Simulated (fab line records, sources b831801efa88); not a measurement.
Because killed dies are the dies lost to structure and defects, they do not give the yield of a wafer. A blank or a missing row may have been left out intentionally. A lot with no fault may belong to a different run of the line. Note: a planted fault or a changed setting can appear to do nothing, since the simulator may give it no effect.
fab line records | flow sky130
[record] lots = 5 wafers = 15 last-day = 50
route steps=708 shown VIA3@593 METAL4@598 CAP2M@603 PAD_OPEN@708
lots with no fault: from the same line, run without faults
start-h: start of the lot's first displayed wafer, in hours after the record's first day | wait-h: hours elapsed since this lot's preceding step | " the same as in the row above | L1.1+2: a single row standing in for several wafers | - either no value or no given start | * or withheld: withheld | < > ~ a bound
route shown NAME@n: a module of which the file shows steps, and the number in the route of the first | usual: mean/standard deviation of fault-free wafers | same: alike in all rows | chamber/n: place in a boat | sites: readings site by site | _std_site: standard deviation across them | _edge_site: the outer-site mean with the inner-site mean subtracted | radius-mm: how far each site lies from the wafer's centre | mask NAME#n: copy n | behind: the tool/chamber that last shaped the wafer | hold: cause of the lot's hold/its duration in hours/its outcome | device: whichever transistor did not switch (one of n, p or np) | end of line: the route-end tests of the same wafers | a step with no rows: only its recipe | killed: dies that structure and defects cost at the first sort, which is not the same as the wafer's yield | map: dies across one wafer; x = killed, . = not, _ = none there
set.NAME: the setting that was run; set.NAME@STEP: the one run at that earlier step | model.NAME: the simulator's own value behind a step, which no gauge read
certain route steps with their lots: each step a table, each wafer a row
services: the hour from which a tool's chamber was out of use, counted from the record's first day as start-h (under 0 if before that day), plus the number of hours and why
[[steps]]
[step SKY_VIA3_SPUTTER_20]
[recipe] material = TiN target-thk-nm = 20 chamber-pressure-pa = 5 power-w = 4000 time-s = 80
[usual] cathode-dc-power-W = 4000.1/0.68 throttle-valve-pct = 29.5/1.1
// columns lot.wafer tool chamber start-h wait-h cathode-dc-power-W throttle-valve-pct
L870.2 pvd-sputter-02 - 966.09 0.0 4000.0 29.8
L870.5 " - " " 4001.8 28.9
L870.6 " - " " 4000.5 29.4
L871.1 pvd-sputter-03 - 980.26 0.0 3999.8 31.2
L871.3 " - " " 3999.0 29.8
L871.4 " - " " 3999.6 30.3
L879.1 pvd-sputter-03 - 1016.26 0.0 3999.4 30.3
L879.2 " - " " 3999.8 29.6
L879.6 " - " " 4000.3 30.6
L883.2 pvd-sputter-02 - 1040.27 0.0 4000.5 29.3
L883.3 " - " " 4000.2 27.5
L883.6 " - " " 3999.1 27.9
L890.1 pvd-sputter-02 - 1074.82 0.0 4000.1 29.3
L890.4 " - " " 4000.7 29.8
L890.5 " - " " 4000.6 29.7
[step SKY_VIA3_CVD_21]
[recipe] material = W target-thk-nm = 390 time-s = 117.31 temp-c = 400 pressure-torr = 40
[usual] heater-power-w = 807/24
// columns lot.wafer tool chamber start-h wait-h heater-power-w
L870.2 cvd-w-01 0 966.16 0.0 826
L870.5 " 0 " " 853
L870.6 " 1 " " 767
L871.1 cvd-w-02 1 980.32 0.0 808
L871.3 " 1 " " 818
L871.4 " 0 " " 798
L879.1 cvd-w-02 0 1016.32 0.0 810
L879.2 " 1 " " 811
L879.6 " 0 " " 811
L883.2 cvd-w-02 0 1040.33 0.0 814
L883.3 " 1 " " 799
L883.6 " 0 " " 819
L890.1 cvd-w-01 0 1074.88 0.0 852
L890.4 " 0 " " 822
L890.5 " 1 " " 782
[step SKY_VIA3_RS_MEAS_22]
[recipe] thk-meas-gauge = four-point-probe reads = W_of_VIA3_CVD_21+TiN_of_VIA3_SPUTTER_20
[usual] VIA3_W_RS = 0.2944/0.0025
// columns lot.wafer tool chamber start-h wait-h VIA3_W_RS[ohm/sq]
L870.2 film-metro-01 - 966.30 0.1 0.2934
L870.5 " - " " 0.2946
L870.6 " - " " 0.2935
L871.1 film-metro-02 - 980.45 0.1 0.2956
L871.3 " - " " 0.2936
L871.4 " - " " 0.2958
L879.1 film-metro-01 - 1016.44 0.1 0.2964
L879.2 " - " " 0.2900
L879.6 " - " " 0.2971
L883.2 film-metro-03 - 1040.47 0.1 0.2950
L883.3 " - " " 0.2952
L883.6 " - " " 0.2950
L890.1 film-metro-01 - 1075.01 0.1 0.2933
L890.4 " - " " 0.2942
L890.5 " - " " 0.2966
[step SKY_VIA3_THK_MEAS_23]
[recipe] thk-meas-gauge = xrf reads = W_of_VIA3_CVD_21
[usual] VIA3_W_THK = 388/4.9
// columns lot.wafer tool chamber start-h wait-h VIA3_W_THK[nm]
L870.2 film-metro-01 - 966.41 0.1 385
L870.5 " - " " 385
L870.6 " - " " 384
L871.1 film-metro-02 - 980.57 0.1 376
L871.3 " - " " 383
L871.4 " - " " 378
L879.1 film-metro-01 - 1016.56 0.1 384
L879.2 " - " " 392
L879.6 " - " " 383
L883.2 film-metro-03 - 1040.58 0.1 389
L883.3 " - " " 391
L883.6 " - " " 390
L890.1 film-metro-01 - 1075.13 0.1 386
L890.4 " - " " 390
L890.5 " - " " 387
[step SKY_VIA3_CMP_24]
[recipe] stop-on = SiO2 t-overpolish-s = 20 down-force-psi = 3.5 platen-rpm = 60 target-thk-nm = 0 pad-velocity-m-s = 0.94248
[usual] motor-current-A = 11.0/1.3 overpolish-run-s = 20.001/0.0094 time-to-endpoint-s = 95/3.2
// columns lot.wafer tool chamber start-h wait-h motor-current-A overpolish-run-s time-to-endpoint-s
L870.2 cmp-01 1 966.46 0.0 12.4 19.996 94
L870.6 " 1 " " 12.3 19.986 93
L870.5 " 2 " " 11.6 19.993 95
L871.1 cmp-01 2 980.68 0.1 11.5 20.012 94
L871.4 " 3 " " 13.3 20.010 95
L871.3 " 0 " " 9.0 19.989 95
L879.2 cmp-01 2 1016.62 0.0 11.3 20.009 91
L879.1 " 1 " " 12.7 20.011 87
L879.6 " 2 " " 11.4 19.993 89
L883.2 cmp-02 2 1040.73 0.1 9.4 20.009 95
L883.3 " 3 " " 11.6 20.016 102
L883.6 " 1 " " 9.8 19.996 96
L890.1 cmp-02 1 1075.24 0.1 10.6 19.993 96
L890.4 " 3 " " 11.7 20.005 100
L890.5 " 0 " " 10.4 20.002 97
[step SKY_METAL4_SPUTTER_00]
[recipe] material = Ti target-thk-nm = 15 power-w = 3000 time-s = 10 chamber-pressure-pa = 0.4
[step SKY_METAL4_SPUTTER_01]
[recipe] material = TiN target-thk-nm = 20 power-w = 6500 time-s = 16.7 chamber-pressure-pa = 0.4
[step SKY_METAL4_SPUTTER_02]
[recipe] material = AlCu target-thk-nm = 735 power-w = 10600 time-s = 39.1 chamber-pressure-pa = 0.4
[step SKY_METAL4_SPUTTER_03]
[recipe] material = Ti target-thk-nm = 5 power-w = 3000 time-s = 3.3 chamber-pressure-pa = 0.4
[step SKY_METAL4_SPUTTER_04]
[recipe] material = TiN target-thk-nm = 70 power-w = 6500 time-s = 58.3 chamber-pressure-pa = 0.4
[usual] cathode-dc-power-W = 6500.0/1.3 throttle-valve-pct = 29.5/1.1
// columns lot.wafer tool chamber start-h wait-h cathode-dc-power-W throttle-valve-pct
L870.2 pvd-sputter-01 - 966.86 0.0 6500.9 32.1
L870.5 " - " " 6502.1 29.7
L870.6 " - " " 6498.5 30.0
L871.1 pvd-sputter-04 - 981.03 0.0 6500.9 30.3
L871.3 " - " " 6499.9 29.8
L871.4 " - " " 6502.6 28.9
L879.1 pvd-sputter-01 - 1017.03 0.0 6500.3 30.1
L879.2 " - " " 6501.4 32.0
L879.6 " - " " 6500.1 29.5
L883.2 pvd-sputter-04 - 1041.04 0.0 6501.4 27.6
L883.3 " - " " 6498.3 30.4
L883.6 " - " " 6500.8 27.4
L890.1 pvd-sputter-01 - 1075.59 0.0 6500.0 30.4
L890.4 " - " " 6501.2 31.9
L890.5 " - " " 6499.0 29.7
[step SKY_CAP2M_CVD_00]
[recipe] material = SiO2 target-thk-nm = 15.5 temp-c = 400 time-s = withheld rf-w = 450
[usual] heater-power-w = 762/130
// columns lot.wafer tool chamber start-h wait-h heater-power-w
L870.2 pecvd-03 0 966.91 0.0 822
L870.5 " 0 " " 817
L870.6 " 2 " " 788
L871.1 pecvd-01 0 981.08 0.0 616
L871.3 " 2 " " 1100
L871.4 " 2 " " 1098
L879.1 pecvd-01 1 1017.08 0.0 698
L879.2 " 2 " " 1010
L879.6 " 0 " " 640
L883.2 pecvd-04 2 1041.09 0.0 848
L883.3 " 1 " " 684
L883.6 " 0 " " 618
L890.1 pecvd-01 1 1075.64 0.0 709
L890.4 " 1 " " 686
L890.5 " 2 " " 1077
[step SKY_CAP2M_THK_MEAS_01]
[recipe] reads = SiO2_of_CAP2M_CVD_00
[usual] CAP2M_CVD_00_THK = 15.52/0.25
// columns lot.wafer tool chamber start-h wait-h CAP2M_CVD_00_THK[nm]
L870.2 film-metro-04 - 966.94 - 15.73
L870.5 " - " " 15.79
L870.6 " - " " 15.75
L871.1 film-metro-01 - 981.10 - 15.67
L871.3 " - " " 15.39
L871.4 " - " " 15.88
L879.1 film-metro-01 - 1017.10 - 15.25
L879.2 " - " " 15.22
L879.6 " - " " 15.65
L883.2 film-metro-04 - 1041.12 - 15.18
L883.3 " - " " 15.55
L883.6 " - " " 15.56
L890.1 film-metro-02 - 1075.66 - 15.24
L890.4 " - " " 15.56
L890.5 " - " " 15.55
[step SKY_CAP2M_SPUTTER_02]
[recipe] material = TiN target-thk-nm = 200 temp-c = 300 power-w = 6500 time-s = 166.7 chamber-pressure-pa = 0.4
[usual] cathode-dc-power-W = 6500.0/1.2 throttle-valve-pct = 29.4/1.1
// columns lot.wafer tool chamber start-h wait-h cathode-dc-power-W throttle-valve-pct model.TiN_of_CAP2M_SPUTTER_02.thk-nm
L870.2 pvd-sputter-04 - 966.99 0.0 6500.0 27.6 203
L870.5 " - " " 6500.6 29.5 205.8
L870.6 " - " " 6502.8 27.7 200.3
L871.1 pvd-sputter-02 - 981.16 0.1 6502.4 29.3 197.2
L871.3 " - " " 6497.0 29.7 195.8
L871.4 " - " " 6499.5 29.0 196.2
L879.1 pvd-sputter-03 - 1017.16 0.1 6499.9 30.2 202.2
L879.2 " - " " 6502.2 30.5 202.3
L879.6 " - " " 6497.3 30.3 202.6
L883.2 pvd-sputter-03 - 1041.17 0.0 6501.7 29.9 319.3
L883.3 " - " " 6500.3 31.2 202.6
L883.6 " - " " 6500.1 30.1 202.7
L890.1 pvd-sputter-04 - 1075.72 0.1 6499.0 29.2 198.4
L890.4 " - " " 6501.1 27.5 196.2
L890.5 " - " " 6498.1 28.9 200.7
[step SKY_CAP2M_RS_MEAS_03]
[recipe] thk-meas-gauge = four-point-probe reads = TiN_of_CAP2M_SPUTTER_02
[usual] CAP2M_TIN_RS = 6.94/0.096
// columns lot.wafer tool chamber start-h wait-h CAP2M_TIN_RS[ohm/sq]
L870.2 film-metro-02 - 967.12 0.1 6.80
L870.5 " - " " 6.72
L870.6 " - " " 6.89
L871.1 film-metro-02 - 981.27 0.1 7.02
L871.3 " - " " 7.06
L871.4 " - " " 7.05
L879.1 film-metro-04 - 1017.27 0.1 6.85
L879.2 " - " " 6.84
L879.6 " - " " 6.82
L883.2 film-metro-04 - 1041.30 0.1 4.29
L883.3 " - " " 6.82
L883.6 " - " " 6.83
L890.1 film-metro-04 - 1075.83 0.1 6.98
L890.4 " - " " 7.08
L890.5 " - " " 6.87
[step SKY_CAP2M_THK_MEAS_04]
[recipe] thk-meas-gauge = xrf reads = TiN_of_CAP2M_SPUTTER_02
[usual] CAP2M_TIN_THK = 200.1/2.7
// columns lot.wafer tool chamber start-h wait-h CAP2M_TIN_THK[nm]
L870.2 film-metro-02 - 967.23 0.1 203.9
L870.5 " - " " 206.7
L870.6 " - " " 201.0
L871.1 film-metro-02 - 981.39 0.1 198.5
L871.3 " - " " 197.3
L871.4 " - " " 198.3
L879.1 film-metro-04 - 1017.39 0.1 203.8
L879.2 " - " " 203.9
L879.6 " - " " 203.8
L883.2 film-metro-04 - 1041.41 0.1 321.4
L883.3 " - " " 203.1
L883.6 " - " " 202.8
L890.1 film-metro-04 - 1075.95 0.1 199.2
L890.4 " - " " 197.1
L890.5 " - " " 201.7
[step SKY_CAP2M_DEHYDRATE_05]
[recipe] temp-c = 200 time-s = 60
[step SKY_CAP2M_HMDS_06]
[recipe] prime-time-s = 60 prime-temp-c = 120
[step SKY_CAP2M_COAT_07]
[recipe] resist = NOVOLAK spin-rpm = 3000 resist-thk-nm = 1140
[step SKY_CAP2M_SOFTBAKE_08]
[recipe] temp-c = 90 time-s = 60 resist = NOVOLAK
[step SKY_CAP2M_EXPOSE_09]
[recipe] mask-id = CAP2M na = 0.6 source-shape = conventional sigma-outer = 0.6 polarization = unpolarized target-cd-nm = 1000 dose-mj = 159
[step SKY_CAP2M_PEB_10]
[recipe] temp-c = withheld time-s = * resist = NOVOLAK
[step SKY_CAP2M_DEVELOP_11]
[recipe] resist = NOVOLAK developer = TMAH develop-time-s = 60 dev-temp-c = 23
[step SKY_CAP2M_OVL_MEAS_12]
[usual] CAP2M_OVL = 0.8/1.5
// columns lot.wafer tool chamber start-h wait-h CAP2M_OVL[nm]
L870.2 overlay-01 - 990.10 0.1 2.7
L870.5 " - " " 0.2
L870.6 " - " " 1.0
L871.1 overlay-01 - 1003.79 0.1 -0.4
L871.3 " - " " -1.5
L871.4 " - " " -1.5
L879.1 overlay-02 - 1039.41 0.1 2.1
L879.2 " - " " 2.1
L879.6 " - " " 1.4
L883.2 overlay-01 - 1062.91 0.1 1.2
L883.3 " - " " 0.3
L883.6 " - " " 1.0
L890.1 overlay-01 - 1097.05 0.1 0.5
L890.4 " - " " -2.5
L890.5 " - " " -1.5
[step SKY_CAP2M_METAL_ETCH_13]
[recipe] target-depth-nm = 220 stop-on = SiO2 chemistry = Cl2/BCl3 target = TiN pressure-mtorr = 10 icp-w = 900 bias-w = 48.5 Cl2_flow_sccm = 60 bcl3-flow-sccm = 30 time-s = 62.9
[usual] drypump-motor-current-A = 5.8/0.6 oes-product-au = 0.939/0.0088 throttle-valve-pct = 21.905/0.011
// columns lot.wafer tool chamber start-h wait-h drypump-motor-current-A oes-product-au rf-hours-counter-h throttle-valve-pct
L870.2 rie-metal-03 1 990.13 0.0 5.2 0.952 19 21.907
L870.5 " 1 " " 5.1 0.953 - 21.875
L870.6 " 0 " " 6.4 0.945 - 21.912
L871.1 rie-metal-03 1 1003.83 0.0 5.1 0.930 20 21.905
L871.3 " 1 " " 5.1 0.935 - 21.910
L871.4 " 0 " " 6.4 0.928 - 21.907
L879.1 rie-metal-03 1 1039.44 0.0 5.1 0.955 22 21.875
L879.2 " 0 " " 6.5 0.949 14 21.894
L879.6 " 1 " " 5.1 0.948 - 21.894
L883.2 rie-metal-02 0 1062.94 0.0 5.1 1.006 10 21.872
L883.3 " 1 " " 6.0 0.952 - 21.900
L883.6 " 0 " " 5.1 0.951 - 21.886
L890.1 rie-metal-04 1 1097.08 0.0 5.4 0.934 22 21.902
L890.4 " 0 " " 6.6 0.925 - 21.924
L890.5 " 1 " " 5.5 0.949 - 21.909
[step SKY_CAP2M_STRIP_14]
[recipe] chemistry = O2/N2 power-w = 1400 pressure-mtorr = 1500 platen-temp-c = withheld o2-flow-sccm = 3000 n2-flow-sccm = 300 overash-fraction = 0.5
[step SKY_CAP2M_STRIP_15]
[recipe] chemistry = post-etch-residue-remover time-s = 1200 temp-c = 72.5
// columns lot.wafer tool chamber start-h wait-h model.TiN_of_CAP2M_SPUTTER_02.thk-nm
L870.2 wet-bench-04 1 990.31 0.1 202.6
L870.5 " 1 " " 205.4
L870.6 " 1 " " 199.8
L871.1 wet-bench-04 3 1004.01 0.1 196.8
L871.3 " 3 " " 195.4
L871.4 " 3 " " 195.8
L879.1 wet-bench-04 1 1039.62 0.1 201.8
L879.2 " 1 " " 201.9
L879.6 " 1 " " 202.2
L883.2 wet-bench-01 3 1063.12 0.1 318.9
L883.3 " 3 " " 202.2
L883.6 " 3 " " 202.3
L890.1 wet-bench-02 3 1097.26 0.1 198
L890.4 " 3 " " 195.7
L890.5 " 3 " " 200.3
[step SKY_CAP2M_CLEAN_16]
[recipe] chemistry = IPA time-s = 180 temp-c = 25
[step SKY_PAD_OPEN_PROBE_99]
[usual] defect-limited-yield = 82.3/1.9 killed_at_M0_to_M3 = 44/6.5 killed_at_M4_up = 3.3/1.9 killed-at-contacts = 24/5.3 killed-at-front-end = 15/4.5 killed-at-other = 0.3/0.58 killed-dies = 87/9.3 killed-on-rim = 17/4.2 killed-open = 48/6.6 killed-short = 39/6.1 sort_bin_3_pad_short = 0.9/0.46 sort_bin_5_function = 10.5/1.6 sort_bin_6_memory = 6.3/1.1 sort-n-pass = 405/9.3 sort-yield-pct = 82.3/1.9
[same] gross-dies = 492 killed-at-back-side = 0 sort_bin_4_leakage[%] = 0 sort_bin_8_speed[%] = 0
// columns lot.wafer tool chamber start-h wait-h defect-limited-yield[%] killed_at_M0_to_M3 killed_at_M4_up killed-at-contacts killed-at-front-end killed-at-other killed-dies killed-on-rim killed-open killed-short sort_bin_3_pad_short[%] sort_bin_5_function[%] sort_bin_6_memory[%] sort-n-pass sort-yield-pct[%]
L879.1 prober-02 - 1148.68 0.1 80.3 44 2 25 26 0 97 25 49 48 1.6 11.0 7.1 395 80.3
L879.2 prober-02 - 1148.73 0.1 80.9 43 5 21 24 1 94 13 53 41 1.4 10.4 7.3 398 80.9
L879.6 prober-02 - 1148.93 0.2 83.3 39 2 27 13 1 82 21 43 39 1.4 10.6 4.7 410 83.3
L883.2 prober-01 - 1168.28 0.1 0 45 4 24 16 403 492 96 57 33 82.7 9.6 7.7 0 0
// killed by level:class
L879.1 CONTACT:geometric-particle:open=10 LI_CONTACT:geometric-particle:open=9 METAL2:geometric-particle:short=9 VIA1:geometric-particle:open=8 VIA1:geometric-particle:short=8 FIELD_ISO:geometric-particle:short=7 POLY_GATE:geometric-particle:short=7 VIA2:geometric-particle:open=6
L879.2 VIA1:geometric-particle:open=12 VIA3:geometric-particle:open=9 METAL1:geometric-particle:short=8 CONTACT:geometric-particle:open=7 POLY_GATE:geometric-particle:short=7 LI_CONTACT:geometric-particle:open=7 CONTACT:geometric-particle:short=7 FIELD_ISO:geometric-particle:open=4
L879.6 VIA1:geometric-particle:open=14 CONTACT:geometric-particle:open=8 FIELD_ISO:geometric-particle:short=7 VIA2:geometric-particle:open=7 LI_CONTACT:geometric-particle:open=6 CONTACT:geometric-particle:short=6 VIA1:geometric-particle:short=4 POLY_GATE:geometric-particle:short=3
L883.2 CAP2M:area-etch=402 VIA1:geometric-particle:open=15 CONTACT:geometric-particle:open=10 VIA3:geometric-particle:open=8 LI_CONTACT:geometric-particle:open=8 POLY_GATE:geometric-particle:short=6 METAL2:geometric-particle:short=6 FIELD_ISO:geometric-particle:open=3
// map L883.2 (x killed, . not)
__________xxxxxxxxxx_________
________xxxxxxxxxxxxxx_______
______xxxxxxxxxxxxxxxxxx_____
_____xxxxxxxxxxxxxxxxxxxx____
____xxxxxxxxxxxxxxxxxxxxxx___
___xxxxxxxxxxxxxxxxxxxxxxxx__
__xxxxxxxxxxxxxxxxxxxxxxxxxx_
_xxxxxxxxxxxxxxxxxxxxxxxxxxxx
_xxxxxxxxxxxxxxxxxxxxxxxxxxxx
_xxxxxxxxxxxxxxxxxxxxxxxxxxxx
_xxxxxxxxxxxxxxxxxxxxxxxxxxxx
_xxxxxxxxxxxxxxxxxxxxxxxxxxxx
_xxxxxxxxxxxxxxxxxxxxxxxxxxxx
_xxxxxxxxxxxxxxxxxxxxxxxxxxxx
_xxxxxxxxxxxxxxxxxxxxxxxxxxxx
__xxxxxxxxxxxxxxxxxxxxxxxxxx_
___xxxxxxxxxxxxxxxxxxxxxxxx__
____xxxxxxxxxxxxxxxxxxxxxx___
_____xxxxxxxxxxxxxxxxxxxx____
______xxxxxxxxxxxxxxxxxx_____
________xxxxxxxxxxxxxx_______
__________xxxxxxxxxx_________
// map L879.1 (x killed, . not)
__________x....x...._________
________....x...x....x_______
______x.....x.........xx_____
_____..x.................____
____...x...x...x..x......x___
___x..xx...................__
__.xx.x.......x........x...x_
_............x....x.........x
_x.....x......x........x.....
_x.............x.x........xxx
_.....x.....x....x.......xx..
_..x.x.x....x...x..x...x.xx.x
_x.....x....xx..xxx.x........
_......x.x...x..x......xxxx.x
_......x............x........
__.x.xx........xx..........._
___.....xxx..x.......x...xx__
____...x...x............x.___
_____............xx...x..____
______.......x.x........_____
________x...x.....xxx._______
__________x........._________
[[services]]
// columns tool chamber start-h hours kind
pvd-sputter-04 - 945.60 2.3 repair
cmp-02 - 956.36 0.2 repair
cvd-w-01 1 968.34 4.4 repair
pvd-sputter-01 - 970.62 4.4 repair
cmp-02 - 973.73 4.0 pm
rie-metal-03 - 974.54 2.8 pm
wet-bench-02 - 982.13 1.7 repair
cvd-w-02 - 986.88 0.9 repair
cmp-01 - 989.27 16.3 repair
pecvd-01 2 1011.75 2.1 scheduled-down
pvd-sputter-04 - 1015.79 2.3 repair
cmp-01 - 1027.99 3.7 pm
pecvd-01 1 1028.64 5.5 scheduled-down
pecvd-03 - 1044.71 5.5 pm
rie-metal-03 1 1054.76 - clean
rie-metal-03 1 1054.76 19.7 scheduled-down
cvd-w-01 1 1056.69 10.2 repair
pecvd-03 2 1058.14 7.7 repair
rie-metal-03 - 1059.09 14.6 pm
pecvd-04 2 1071.17 3.9 repair
pvd-sputter-02 - 1072.54 1.6 repair
cmp-01 - 1084.48 4.0 pm
rie-metal-03 - 1088.16 6.5 repair
rie-metal-02 - 1089.75 14.6 pm
[[key]]
[first-sign] step = SKY_CAP2M_RS_MEAS_03 reading = CAP2M_TIN_RS direction = down sigmas = 28 usual = 6.94 struck = 4.29
[effect] step = SKY_CAP2M_THK_MEAS_04 reading = CAP2M_TIN_THK direction = up sigmas = 44 usual = 200.1 struck = 321.4
[effect] step = SKY_CAP2M_METAL_ETCH_13 reading = oes-product-au direction = up sigmas = 7.6 usual = 0.939 struck = 1.006
[effect] step = SKY_PAD_OPEN_PROBE_99 reading = killed-at-other direction = up sigmas = 99+ usual = 0.3 struck = 403
[model-effect] step = SKY_CAP2M_SPUTTER_02 value = TiN_of_CAP2M_SPUTTER_02.thk-nm without = 203.1 struck = 319.3
[model-effect] step = SKY_CAP2M_STRIP_15 value = TiN_of_CAP2M_SPUTTER_02.thk-nm without = 202.6 struck = 318.9
[more-kills-born-at] SKY_CAP2M_METAL_ETCH_13@rie-metal-02 = 402
met-at SKY_CAP2M_SPUTTER_02
struck-wafers L883.2
later-rows-left-out L883.2
onset-between 1017.16 1041.17
[fault] kind = process-parameter-drift tool = pvd-sputter-03 chamber = - onset-h = 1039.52 steps = SKY_CAP2M_SPUTTER_02 channel = target-thk-nm offset = 116.21 shape = step end-h = 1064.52 scope = struck-wafers-only acts-in = these-recipes-only stated = 200
// later-rows-left-out: the simulator's readings of these wafers behind a module that went badly wrong aren't trusted and aren't shown, but for the sort
